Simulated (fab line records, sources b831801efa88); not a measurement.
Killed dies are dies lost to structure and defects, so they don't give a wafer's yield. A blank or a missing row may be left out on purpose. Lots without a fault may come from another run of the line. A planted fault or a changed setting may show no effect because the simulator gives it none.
Chamber matching | flow gf180mcu | GF_V2_CVD_02 on pecvd-04: 3 sister chambers
The step deposits SiO2 from TEOS, target thk 850 nm, time 94.851 s. 22 wafers are shown with their chamber, then 11 later ones without.

WAFERS WITH THEIR CHAMBER
wafer  | chamber | heater_power_w (W)
L074.1 | 1       | 727
L074.5 | 0       | 746
L074.6 | 2       | 541
L077.1 | 2       | 607
L077.3 | 0       | 677
L077.5 | 2       | 660
L078.3 | 2       | 684
L078.5 | 2       | 549
L078.6 | 0       | 723
L079.2 | 2       | 653
L079.4 | 2       | 653
L079.6 | 0       | 740
L086.1 | 1       | 727
L086.2 | 2       | 635
L086.4 | 0       | 737
L088.2 | 1       | 721
L088.3 | 0       | 697
L088.5 | 0       | 725
L090.2 | 1       | 692
L090.4 | 0       | 680
L090.5 | 1       | 734
L091.3 | 2       | 655

SIGNATURES (means of the wafers above)
reading        | chamber 0 | chamber 1 | chamber 2 | scatter within a chamber
heater_power_w | 715.62    | 720.20    | 626.33    | 37.5
Rule: a wafer's distance from a chamber is the root of the sum, over the readings, of the square of ((its reading less the chamber's mean) divided by the reading's scatter). The wafer belongs to the nearest chamber; if the next one is less than 2 further off, it can't be placed. The scatter: the root of (the sum of the squares of (reading less its chamber's mean) over the shown wafers, divided by (wafers less chambers)).

WAFERS WITHOUT THEIR CHAMBER
wafer  | heater_power_w (W)
L091.4 | 764
L091.6 | 675
L096.1 | 739
L096.2 | 713
L096.3 | 592
L096.4 | 744
L096.5 | 770
L096.6 | 645
L097.1 | 683
L097.5 | 530
L097.6 | 717

WHICH CHAMBER EACH WENT THROUGH
wafer  | from the rows above          | in truth
L091.4 | can't be placed: 1 or 0      | 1
L091.6 | can't be placed: 0 or 1 or 2 | 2
L096.1 | can't be placed: 1 or 0      | 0
L096.2 | can't be placed: 0 or 1      | 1
L096.3 | 2                            | 2
L096.4 | can't be placed: 1 or 0      | 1
L096.5 | can't be placed: 1 or 0      | 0
L096.6 | can't be placed: 2 or 0 or 1 | 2
L097.1 | can't be placed: 0 or 1 or 2 | 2
L097.5 | 2                            | 2
L097.6 | can't be placed: 0 or 1      | 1
Placed correctly: 2 of 11. Can't be placed from these rows: 9 (the true chamber is among the candidates in 9). Placed wrongly: 0.
